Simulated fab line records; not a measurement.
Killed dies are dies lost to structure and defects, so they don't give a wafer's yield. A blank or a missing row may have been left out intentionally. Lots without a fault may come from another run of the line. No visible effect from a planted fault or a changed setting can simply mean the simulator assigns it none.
fab line records / flow gf180mcu
record: lots: 7 wafers: 21 lastDay: 34
route steps=602 shown M5@539 V5@540
lots with no fault: from the same line, run without faults
startH: hours from the record's first day to the start of the lot's first wafer shown / waitH: hours since the lot's step before / " repeats the value in the row above / L1.1+2: one row covering several wafers at once / - no value present, or no start provided / * or withheld: withheld / < > ~ a bound
route shown NAME@n: NAME is a module with steps in the file, n the number in the route of the first one / usual: mean/standard deviation taken from wafers without a fault / same: alike in all rows / chamber/n: place in a boat / sites: readings site by site / _std_site: standard deviation of those values / _edge_site: inner sites' mean taken away from outer sites' mean / radiusMm: how far each site lies from the wafer's centre / mask NAME#n: copy n / behind: tool/chamber where the wafer was last shaped / hold: reason for holding the lot/hours on hold/outcome of the hold / device: the n, p or np transistor that did not switch / end of line: tests of these same wafers at the route's end / a step without rows: its recipe alone / killed: at the first sort, the dies lost to defects and structure; wafer yield is something else / map: per-die view of a wafer (x killed, . not killed, _ where there is no die)
set.NAME: the setting as run; set.NAME@STEP: as run at that earlier step / model.NAME: the simulator's own value behind a step, which no gauge read
lots seen at some steps along the route; tables by step, rows by wafer
services: the hour from which a tool's chamber was out of use, counted from the record's first day as startH (under 0 if before that day), plus the number of hours and why
== steps ==
step: GF_M5_CLEAN_13
recipe: chemistry: DIW dry: n2Spin
step: GF_V5_CVD_00
recipe: material: SiO2 targetThkNm: 300 sigmaOpenFrac: 0.3 tempC: 400 timeS: 50 sih4FlowSccm: 60 pressureMtorr: 6
step: GF_V5_THK_MEAS_01
recipe: reads: SiO2_of_V5_CVD_00
usual: V5_CVD_00_THK: 298.8/2.8
lot.wafer=L221.1 tool=filmMetro-04 chamber=- startH=667.20 waitH=0.0 V5_CVD_00_THK[nm]=293.8
lot.wafer=L221.2 tool=filmMetro-04 chamber=- startH=667.20 waitH=0.0 V5_CVD_00_THK[nm]=300.7
lot.wafer=L221.6 tool=filmMetro-04 chamber=- startH=667.20 waitH=0.0 V5_CVD_00_THK[nm]=294.5
lot.wafer=L223.1 tool=filmMetro-03 chamber=- startH=681.34 waitH=0.0 V5_CVD_00_THK[nm]=304.0
lot.wafer=L223.3 tool=filmMetro-03 chamber=- startH=681.34 waitH=0.0 V5_CVD_00_THK[nm]=297.3
lot.wafer=L223.4 tool=filmMetro-03 chamber=- startH=681.34 waitH=0.0 V5_CVD_00_THK[nm]=297.0
lot.wafer=L224.1 tool=filmMetro-01 chamber=- startH=689.29 waitH=0.0 V5_CVD_00_THK[nm]=300.3
lot.wafer=L224.3 tool=filmMetro-01 chamber=- startH=689.29 waitH=0.0 V5_CVD_00_THK[nm]=302.5
lot.wafer=L224.4 tool=filmMetro-01 chamber=- startH=689.29 waitH=0.0 V5_CVD_00_THK[nm]=294.5
lot.wafer=L227.1 tool=filmMetro-04 chamber=- startH=704.60 waitH=0.0 V5_CVD_00_THK[nm]=300.9
lot.wafer=L227.2 tool=filmMetro-04 chamber=- startH=704.60 waitH=0.0 V5_CVD_00_THK[nm]=301.5
lot.wafer=L227.5 tool=filmMetro-04 chamber=- startH=704.60 waitH=0.0 V5_CVD_00_THK[nm]=301.9
lot.wafer=L231.2 tool=filmMetro-01 chamber=- startH=731.56 waitH=0.0 V5_CVD_00_THK[nm]=296.3
lot.wafer=L231.3 tool=filmMetro-01 chamber=- startH=731.56 waitH=0.0 V5_CVD_00_THK[nm]=296.0
lot.wafer=L231.5 tool=filmMetro-01 chamber=- startH=731.56 waitH=0.0 V5_CVD_00_THK[nm]=299.5
lot.wafer=L235.2 tool=filmMetro-04 chamber=- startH=760.29 waitH=0.0 V5_CVD_00_THK[nm]=302.8
lot.wafer=L235.4 tool=filmMetro-04 chamber=- startH=760.29 waitH=0.0 V5_CVD_00_THK[nm]=301.5
lot.wafer=L235.5 tool=filmMetro-04 chamber=- startH=760.29 waitH=0.0 V5_CVD_00_THK[nm]=300.5
lot.wafer=L237.2 tool=filmMetro-04 chamber=- startH=764.40 waitH=0.0 V5_CVD_00_THK[nm]=297.2
lot.wafer=L237.3 tool=filmMetro-04 chamber=- startH=764.40 waitH=0.0 V5_CVD_00_THK[nm]=295.6
lot.wafer=L237.4 tool=filmMetro-04 chamber=- startH=764.40 waitH=0.0 V5_CVD_00_THK[nm]=295.3
step: GF_V5_CVD_02
recipe: material: SiO2 targetThkNm: 1450 precursor: TEOS tempC: 400 timeS: 163.28 rfW: 600
usual: heaterPowerW: 653/110
lot.wafer=L221.1 tool=pecvd-01 chamber=0 startH=667.26 waitH=0.1 heaterPowerW=713
lot.wafer=L221.2 tool=pecvd-01 chamber=1 startH=667.26 waitH=0.1 heaterPowerW=469
lot.wafer=L221.6 tool=pecvd-01 chamber=0 startH=667.26 waitH=0.1 heaterPowerW=670
lot.wafer=L223.1 tool=pecvd-02 chamber=1 startH=681.40 waitH=0.1 heaterPowerW=565
lot.wafer=L223.3 tool=pecvd-02 chamber=0 startH=681.40 waitH=0.1 heaterPowerW=660
lot.wafer=L223.4 tool=pecvd-02 chamber=2 startH=681.40 waitH=0.1 heaterPowerW=589
lot.wafer=L224.1 tool=pecvd-01 chamber=1 startH=689.35 waitH=0.1 heaterPowerW=536
lot.wafer=L224.3 tool=pecvd-01 chamber=1 startH=689.35 waitH=0.1 heaterPowerW=460
lot.wafer=L224.4 tool=pecvd-01 chamber=1 startH=689.35 waitH=0.1 heaterPowerW=539
lot.wafer=L227.1 tool=pecvd-01 chamber=1 startH=704.66 waitH=0.1 heaterPowerW=563
lot.wafer=L227.2 tool=pecvd-01 chamber=0 startH=704.66 waitH=0.1 heaterPowerW=694
lot.wafer=L227.5 tool=pecvd-01 chamber=0 startH=704.66 waitH=0.1 heaterPowerW=661
lot.wafer=L231.2 tool=pecvd-01 chamber=2 startH=731.61 waitH=0.0 heaterPowerW=701
lot.wafer=L231.3 tool=pecvd-01 chamber=1 startH=731.61 waitH=0.0 heaterPowerW=465
lot.wafer=L231.5 tool=pecvd-01 chamber=0 startH=731.61 waitH=0.0 heaterPowerW=704
lot.wafer=L235.2 tool=pecvd-03 chamber=0 startH=760.34 waitH=0.0 heaterPowerW=873
lot.wafer=L235.4 tool=pecvd-03 chamber=0 startH=760.34 waitH=0.0 heaterPowerW=693
lot.wafer=L235.5 tool=pecvd-03 chamber=1 startH=760.34 waitH=0.0 heaterPowerW=848
lot.wafer=L237.2 tool=pecvd-01 chamber=1 startH=764.45 waitH=0.0 heaterPowerW=574
lot.wafer=L237.3 tool=pecvd-01 chamber=2 startH=764.45 waitH=0.0 heaterPowerW=800
lot.wafer=L237.4 tool=pecvd-01 chamber=0 startH=764.45 waitH=0.0 heaterPowerW=581
step: GF_V5_THK_MEAS_03
recipe: reads: SiO2_of_V5_CVD_02
usual: V5_CVD_02_THK: 1451/20
lot.wafer=L221.1 tool=filmMetro-01 chamber=- startH=667.42 waitH=0.1 V5_CVD_02_THK[nm]=1440
lot.wafer=L221.2 tool=filmMetro-01 chamber=- startH=667.42 waitH=0.1 V5_CVD_02_THK[nm]=1447
lot.wafer=L221.6 tool=filmMetro-01 chamber=- startH=667.42 waitH=0.1 V5_CVD_02_THK[nm]=1493
lot.wafer=L223.1 tool=filmMetro-01 chamber=- startH=681.51 waitH=0.1 V5_CVD_02_THK[nm]=1435
lot.wafer=L223.3 tool=filmMetro-01 chamber=- startH=681.51 waitH=0.1 V5_CVD_02_THK[nm]=1452
lot.wafer=L223.4 tool=filmMetro-01 chamber=- startH=681.51 waitH=0.1 V5_CVD_02_THK[nm]=1461
lot.wafer=L224.1 tool=filmMetro-04 chamber=- startH=689.67 waitH=0.3 V5_CVD_02_THK[nm]=1444
lot.wafer=L224.3 tool=filmMetro-04 chamber=- startH=689.67 waitH=0.3 V5_CVD_02_THK[nm]=1470
lot.wafer=L224.4 tool=filmMetro-04 chamber=- startH=689.67 waitH=0.3 V5_CVD_02_THK[nm]=1450
lot.wafer=L227.1 tool=filmMetro-03 chamber=- startH=704.82 waitH=0.1 V5_CVD_02_THK[nm]=1465
lot.wafer=L227.2 tool=filmMetro-03 chamber=- startH=704.82 waitH=0.1 V5_CVD_02_THK[nm]=1471
lot.wafer=L227.5 tool=filmMetro-03 chamber=- startH=704.82 waitH=0.1 V5_CVD_02_THK[nm]=1490
lot.wafer=L231.2 tool=filmMetro-03 chamber=- startH=731.73 waitH=0.1 V5_CVD_02_THK[nm]=1436
lot.wafer=L231.3 tool=filmMetro-03 chamber=- startH=731.73 waitH=0.1 V5_CVD_02_THK[nm]=1439
lot.wafer=L231.5 tool=filmMetro-03 chamber=- startH=731.73 waitH=0.1 V5_CVD_02_THK[nm]=1457
lot.wafer=L235.2 tool=filmMetro-03 chamber=- startH=760.46 waitH=0.1 V5_CVD_02_THK[nm]=1428
lot.wafer=L235.4 tool=filmMetro-03 chamber=- startH=760.46 waitH=0.1 V5_CVD_02_THK[nm]=1455
lot.wafer=L235.5 tool=filmMetro-03 chamber=- startH=760.46 waitH=0.1 V5_CVD_02_THK[nm]=1447
lot.wafer=L237.2 tool=filmMetro-01 chamber=- startH=764.56 waitH=0.1 V5_CVD_02_THK[nm]=1438
lot.wafer=L237.3 tool=filmMetro-01 chamber=- startH=764.56 waitH=0.1 V5_CVD_02_THK[nm]=1432
lot.wafer=L237.4 tool=filmMetro-01 chamber=- startH=764.56 waitH=0.1 V5_CVD_02_THK[nm]=1456
step: GF_V5_CMP_04
recipe: material: SiO2 downForcePsi: 4 platenRpm: 60 padVelocityMS: 0.94248
usual: motorCurrentA: 11.3/1.1
lot.wafer=L221.2 tool=cmp-02 chamber=1 startH=667.58 waitH=0.1 motorCurrentA=12.0
lot.wafer=L221.1 tool=cmp-02 chamber=2 startH=667.58 waitH=0.1 motorCurrentA=10.8
lot.wafer=L221.6 tool=cmp-02 chamber=3 startH=667.58 waitH=0.1 motorCurrentA=9.2
lot.wafer=L223.1 tool=cmp-01 chamber=3 startH=681.57 waitH=0.1 motorCurrentA=12.0
lot.wafer=L223.3 tool=cmp-01 chamber=0 startH=681.57 waitH=0.1 motorCurrentA=11.3
lot.wafer=L223.4 tool=cmp-01 chamber=1 startH=681.57 waitH=0.1 motorCurrentA=10.4
lot.wafer=L224.3 tool=cmp-01 chamber=3 startH=689.73 waitH=0.0 motorCurrentA=11.7
lot.wafer=L224.4 tool=cmp-01 chamber=0 startH=689.73 waitH=0.0 motorCurrentA=11.9
lot.wafer=L224.1 tool=cmp-01 chamber=2 startH=689.73 waitH=0.0 motorCurrentA=12.1
lot.wafer=L227.2 tool=cmp-01 chamber=1 startH=704.88 waitH=0.0 motorCurrentA=10.7
lot.wafer=L227.1 tool=cmp-01 chamber=2 startH=704.88 waitH=0.0 motorCurrentA=12.8
lot.wafer=L227.5 tool=cmp-01 chamber=2 startH=704.88 waitH=0.0 motorCurrentA=11.8
lot.wafer=L231.2 tool=cmp-01 chamber=2 startH=731.83 waitH=0.1 motorCurrentA=12.5
lot.wafer=L231.3 tool=cmp-01 chamber=3 startH=731.83 waitH=0.1 motorCurrentA=11.5
lot.wafer=L231.5 tool=cmp-01 chamber=2 startH=731.83 waitH=0.1 motorCurrentA=12.8
lot.wafer=L235.4 tool=cmp-01 chamber=3 startH=760.51 waitH=0.0 motorCurrentA=12.0
lot.wafer=L235.2 tool=cmp-01 chamber=2 startH=760.51 waitH=0.0 motorCurrentA=12.7
lot.wafer=L235.5 tool=cmp-01 chamber=3 startH=760.51 waitH=0.0 motorCurrentA=11.7
lot.wafer=L237.2 tool=cmp-01 chamber=2 startH=764.66 waitH=0.1 motorCurrentA=12.3
lot.wafer=L237.3 tool=cmp-01 chamber=3 startH=764.66 waitH=0.1 motorCurrentA=11.7
lot.wafer=L237.4 tool=cmp-01 chamber=0 startH=764.66 waitH=0.1 motorCurrentA=11.6
step: GF_V5_BOW_MEAS_05
recipe: mode: bow
usual: V5_BOW: 135/9.8
lot.wafer=L221.1 tool=filmMetro-01 chamber=- startH=667.78 waitH=0.1 V5_BOW[um]=156
lot.wafer=L221.2 tool=filmMetro-01 chamber=- startH=667.78 waitH=0.1 V5_BOW[um]=140
lot.wafer=L221.6 tool=filmMetro-01 chamber=- startH=667.78 waitH=0.1 V5_BOW[um]=151
lot.wafer=L223.1 tool=filmMetro-04 chamber=- startH=681.87 waitH=0.2 V5_BOW[um]=122
lot.wafer=L223.3 tool=filmMetro-04 chamber=- startH=681.87 waitH=0.2 V5_BOW[um]=116
lot.wafer=L223.4 tool=filmMetro-04 chamber=- startH=681.87 waitH=0.2 V5_BOW[um]=119
lot.wafer=L224.1 tool=filmMetro-03 chamber=- startH=690.03 waitH=0.1 V5_BOW[um]=139
lot.wafer=L224.3 tool=filmMetro-03 chamber=- startH=690.03 waitH=0.1 V5_BOW[um]=149
lot.wafer=L224.4 tool=filmMetro-03 chamber=- startH=690.03 waitH=0.1 V5_BOW[um]=137
lot.wafer=L227.1 tool=filmMetro-03 chamber=- startH=705.18 waitH=0.2 V5_BOW[um]=127
lot.wafer=L227.2 tool=filmMetro-03 chamber=- startH=705.18 waitH=0.2 V5_BOW[um]=126
lot.wafer=L227.5 tool=filmMetro-03 chamber=- startH=705.18 waitH=0.2 V5_BOW[um]=123
lot.wafer=L231.2 tool=filmMetro-03 chamber=- startH=732.10 waitH=0.2 V5_BOW[um]=148
lot.wafer=L231.3 tool=filmMetro-03 chamber=- startH=732.10 waitH=0.2 V5_BOW[um]=142
lot.wafer=L231.5 tool=filmMetro-03 chamber=- startH=732.10 waitH=0.2 V5_BOW[um]=140
lot.wafer=L235.2 tool=filmMetro-03 chamber=- startH=760.83 waitH=0.1 V5_BOW[um]=142
lot.wafer=L235.4 tool=filmMetro-03 chamber=- startH=760.83 waitH=0.1 V5_BOW[um]=134
lot.wafer=L235.5 tool=filmMetro-03 chamber=- startH=760.83 waitH=0.1 V5_BOW[um]=137
lot.wafer=L237.2 tool=filmMetro-01 chamber=- startH=764.93 waitH=0.2 V5_BOW[um]=123
lot.wafer=L237.3 tool=filmMetro-01 chamber=- startH=764.93 waitH=0.2 V5_BOW[um]=133
lot.wafer=L237.4 tool=filmMetro-01 chamber=- startH=764.93 waitH=0.2 V5_BOW[um]=123
step: GF_V5_DEHYDRATE_06
recipe: tempC: 200 timeS: 60
step: GF_V5_HMDS_07
recipe: primeTimeS: 60 primeTempC: 120
step: GF_V5_COAT_08
recipe: resist: BARC tempC: withheld timeS: withheld spinRpm: withheld resistThkNm: withheld
step: GF_V5_COAT_09
recipe: resist: KrF spinRpm: withheld resistThkNm: 1000
step: GF_V5_SOFTBAKE_10
recipe: tempC: 130 timeS: 60 resist: KrF
step: GF_V5_EXPOSE_11
recipe: maskId: Via5 targetCdNm: 260 na: 0.68 sourceShape: conventional sigmaOuter: 0.6 doseMj: 38
usual: exposureDoseMJCm2: 38.00/0.036 focusOffsetNm: 0.0/0.48 sigmaOuter: 0.6/0
lot.wafer=L221.1 tool=krfScanner-02 chamber=- startH=677.39 waitH=- mask=Via5#0 exposureDoseMJCm2=- focusOffsetNm=- sigmaOuter=-
lot.wafer=L221.2 tool=krfScanner-02 chamber=- startH=677.39 waitH=- mask=Via5#0 exposureDoseMJCm2=- focusOffsetNm=- sigmaOuter=-
lot.wafer=L221.6 tool=krfScanner-02 chamber=- startH=677.39 waitH=- mask=Via5#0 exposureDoseMJCm2=- focusOffsetNm=- sigmaOuter=-
lot.wafer=L223.1 tool=krfScanner-02 chamber=- startH=691.34 waitH=- mask=Via5#0 exposureDoseMJCm2=- focusOffsetNm=- sigmaOuter=-
lot.wafer=L223.3 tool=krfScanner-02 chamber=- startH=691.34 waitH=- mask=Via5#0 exposureDoseMJCm2=- focusOffsetNm=- sigmaOuter=-
lot.wafer=L223.4 tool=krfScanner-02 chamber=- startH=691.34 waitH=- mask=Via5#0 exposureDoseMJCm2=- focusOffsetNm=- sigmaOuter=-
lot.wafer=L224.1 tool=krfScanner-02 chamber=- startH=699.52 waitH=- mask=Via5#0 exposureDoseMJCm2=- focusOffsetNm=- sigmaOuter=-
lot.wafer=L224.3 tool=krfScanner-02 chamber=- startH=699.52 waitH=- mask=Via5#0 exposureDoseMJCm2=- focusOffsetNm=- sigmaOuter=-
lot.wafer=L224.4 tool=krfScanner-02 chamber=- startH=699.52 waitH=- mask=Via5#0 exposureDoseMJCm2=- focusOffsetNm=- sigmaOuter=-
lot.wafer=L227.1 tool=krfScanner-01 chamber=0 startH=714.01 waitH=- mask=Via5#0 exposureDoseMJCm2=38.01 focusOffsetNm=0.1 sigmaOuter=0.6
lot.wafer=L227.2 tool=krfScanner-01 chamber=0 startH=714.01 waitH=- mask=Via5#0 exposureDoseMJCm2=38.03 focusOffsetNm=0.0 sigmaOuter=0.6
lot.wafer=L227.5 tool=krfScanner-01 chamber=0 startH=714.01 waitH=- mask=Via5#0 exposureDoseMJCm2=38.06 focusOffsetNm=-0.1 sigmaOuter=0.6
lot.wafer=L231.2 tool=krfScanner-02 chamber=0 startH=740.48 waitH=- mask=Via5#0 exposureDoseMJCm2=37.98 focusOffsetNm=-0.4 sigmaOuter=0.6
lot.wafer=L231.3 tool=krfScanner-02 chamber=0 startH=740.48 waitH=- mask=Via5#0 exposureDoseMJCm2=38.00 focusOffsetNm=0.1 sigmaOuter=0.6
lot.wafer=L231.5 tool=krfScanner-02 chamber=0 startH=740.48 waitH=- mask=Via5#0 exposureDoseMJCm2=38.03 focusOffsetNm=-0.5 sigmaOuter=0.6
lot.wafer=L235.2 tool=krfScanner-02 chamber=0 startH=769.33 waitH=- mask=Via5#0 exposureDoseMJCm2=37.97 focusOffsetNm=-0.6 sigmaOuter=0.6
lot.wafer=L235.4 tool=krfScanner-02 chamber=0 startH=769.33 waitH=- mask=Via5#0 exposureDoseMJCm2=38.03 focusOffsetNm=0.1 sigmaOuter=0.6
lot.wafer=L235.5 tool=krfScanner-02 chamber=0 startH=769.33 waitH=- mask=Via5#0 exposureDoseMJCm2=38.03 focusOffsetNm=0.1 sigmaOuter=0.6
lot.wafer=L237.2 tool=krfScanner-02 chamber=0 startH=773.31 waitH=- mask=Via5#0 exposureDoseMJCm2=38.00 focusOffsetNm=0.7 sigmaOuter=0.6
lot.wafer=L237.3 tool=krfScanner-02 chamber=0 startH=773.31 waitH=- mask=Via5#0 exposureDoseMJCm2=38.00 focusOffsetNm=-0.7 sigmaOuter=0.6
lot.wafer=L237.4 tool=krfScanner-02 chamber=0 startH=773.31 waitH=- mask=Via5#0 exposureDoseMJCm2=37.96 focusOffsetNm=0.1 sigmaOuter=0.6
step: GF_V5_PEB_12
recipe: pebTempC: 135 pebTimeS: 90 resist: KrF
== services ==
tool=krfScanner-02 chamber=- startH=659.73 hours=3.9 kind=repair
tool=krfScanner-01 chamber=- startH=663.69 hours=4.0 kind=pm
tool=krfScanner-01 chamber=- startH=667.71 hours=1.0 kind=pm
tool=cmp-02 chamber=- startH=669.78 hours=0.3 kind=repair
tool=krfScanner-02 chamber=- startH=673.62 hours=0.8 kind=pm
tool=krfScanner-02 chamber=- startH=675.39 hours=1.0 kind=pm
tool=cmp-01 chamber=- startH=679.96 hours=1.6 kind=repair
tool=pecvd-01 chamber=0 startH=680.89 hours=19.3 kind=repair
tool=krfScanner-01 chamber=- startH=681.11 hours=1.1 kind=repair
tool=pecvd-01 chamber=- startH=682.93 hours=5.5 kind=pm
tool=krfScanner-02 chamber=- startH=688.11 hours=1.3 kind=pm
tool=cmp-01 chamber=- startH=705.32 hours=0.5 kind=repair
tool=krfScanner-01 chamber=- startH=708.76 hours=1.3 kind=pm
tool=krfScanner-01 chamber=- startH=727.26 hours=36.0 kind=pm
tool=krfScanner-02 chamber=- startH=728.74 hours=1.0 kind=repair
tool=pecvd-02 chamber=1 startH=731.15 hours=4.7 kind=repair
tool=krfScanner-02 chamber=- startH=743.72 hours=0.3 kind=repair
tool=cmp-01 chamber=- startH=744.13 hours=4.0 kind=pm
tool=cmp-01 chamber=- startH=748.13 hours=- kind=consumableReplace:conditioner
tool=cmp-01 chamber=- startH=748.13 hours=- kind=consumableReplace:pad
tool=krfScanner-01 chamber=- startH=763.26 hours=0.8 kind=pm
tool=pecvd-01 chamber=1 startH=771.10 hours=7.3 kind=repair
== key ==
firstSign: step: GF_V5_EXPOSE_11 reading: toolRecord direction: missing
effect none on later readings
metAt GF_V5_EXPOSE_11
struckWafers L221.1,L221.2,L221.6,L223.1,L223.3,L223.4,L224.1,L224.3,L224.4
laterRowsLeftOut L221.1,L221.2,L221.6,L223.1,L223.3,L223.4,L224.1,L224.3,L224.4
sortLeftOut L221.1,L221.2,L221.6,L223.1,L223.3,L223.4,L224.1,L224.3,L224.4
fault: kind: skippedStepWhole tool: krfScanner-02 chamber: - onsetH: 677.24 steps: GF_V5_EXPOSE_11 scope: struckLotsOnly
sortLeftOut: the simulated sort isn't trusted on such a fault, so these wafers' sort isn't shown, and their yield isn't known
laterRowsLeftOut: the simulator's readings of these wafers behind a module that went badly wrong aren't trusted and aren't shown, but for the sort
